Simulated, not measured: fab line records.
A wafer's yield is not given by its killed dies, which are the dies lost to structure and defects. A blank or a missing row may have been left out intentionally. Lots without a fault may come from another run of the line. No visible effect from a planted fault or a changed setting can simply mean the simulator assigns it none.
Shared-tool check ; flow gf180mcu ; Sampled: 10 lots, 42 wafers

## WHY IT WAS OPENED
4 of 10 lots carry a flag on the reading VT_IMPLANT_TW at GF_VT_IMPLANT_TW_MEAS_10. No-fault wafers: 565, standard deviation 6.7.
Rule: flag the lot when none of its wafers has a number, or when each of its wafers that has one lies beyond 4 standard deviations from that mean. As for the other lots, they are considered sound.

lot;measured;on;VT_IMPLANT_TW, wafer by wafer;flag
L699;day 5 17:41;film-metro-01;560 562 557;
L700;day 5 21:08;film-metro-01;560 559 560;
L701;day 6 02:13;film-metro-01;566 570 570;
L702;day 6 09:19;film-metro-01;570 567 566;
L703;day 6 14:50;film-metro-02;554 553 553;
L704;day 6 22:55;film-metro-01;567 572 573;
L705;day 7 05:28;film-metro-03;939 933 939 939 939 938;FLAGGED
L706;day 7 10:44;film-metro-03;933 935 938 934 934 937;FLAGGED
L707;day 7 16:50;film-metro-01;925 925 925 926 923 932;FLAGGED
L708;day 7 22:17;film-metro-03;931 935 933 933 936 933;FLAGGED
The numbers of the flagged lots are 933 on average: +368 against the usual, or +55 standard deviations.

## LOT BY LOT: THE TOOL USED
The record keeps 1 process step preceding the reading, out of 602 steps on the route. In each cell: the tool, then ch and the chambers that the sampled wafers went through, then the start.
lot;flag;GF_VT_IMPLANT_IMPLANT_08
L699;;implanter-03 ch 0, day 5 17:25
L700;;implanter-01 ch 0, day 5 20:53
L701;;implanter-03 ch 0, day 6 01:59
L702;;implanter-01 ch 0, day 6 09:04
L703;;implanter-02 ch 0, day 6 14:35
L704;;implanter-03 ch 0, day 6 22:40
L705;FLAGGED;implanter-02 ch 0, day 7 05:14
L706;FLAGGED;implanter-02 ch 0, day 7 10:29
L707;FLAGGED;implanter-02 ch 0, day 7 16:35
L708;FLAGGED;implanter-03 ch 0, day 7 22:02
What the steps here do:
- GF_VT_IMPLANT_IMPLANT_08
- GF_VT_IMPLANT_TW_MEAS_10

## FLAGGED AGAINST TOTAL, ONE TOOL AT A TIME (gauges that did the reading follow at the end)
step;tool;lots run;flagged;share of the flagged lots;sound lots run after its first flagged lot
GF_VT_IMPLANT_IMPLANT_08;implanter-01;2;0;none;-
GF_VT_IMPLANT_IMPLANT_08;implanter-02;4;3;some;0
GF_VT_IMPLANT_IMPLANT_08;implanter-03;4;1;some;0
GF_VT_IMPLANT_TW_MEAS_10;film-metro-01;6;1;some;0
GF_VT_IMPLANT_TW_MEAS_10;film-metro-02;1;0;none;-
GF_VT_IMPLANT_TW_MEAS_10;film-metro-03;3;3;some;0

## THE TABLE: WHAT IT ALLOWS
No row of the table ran every flagged lot.

## WHAT WAS PUT IN BY THE SIMULATOR
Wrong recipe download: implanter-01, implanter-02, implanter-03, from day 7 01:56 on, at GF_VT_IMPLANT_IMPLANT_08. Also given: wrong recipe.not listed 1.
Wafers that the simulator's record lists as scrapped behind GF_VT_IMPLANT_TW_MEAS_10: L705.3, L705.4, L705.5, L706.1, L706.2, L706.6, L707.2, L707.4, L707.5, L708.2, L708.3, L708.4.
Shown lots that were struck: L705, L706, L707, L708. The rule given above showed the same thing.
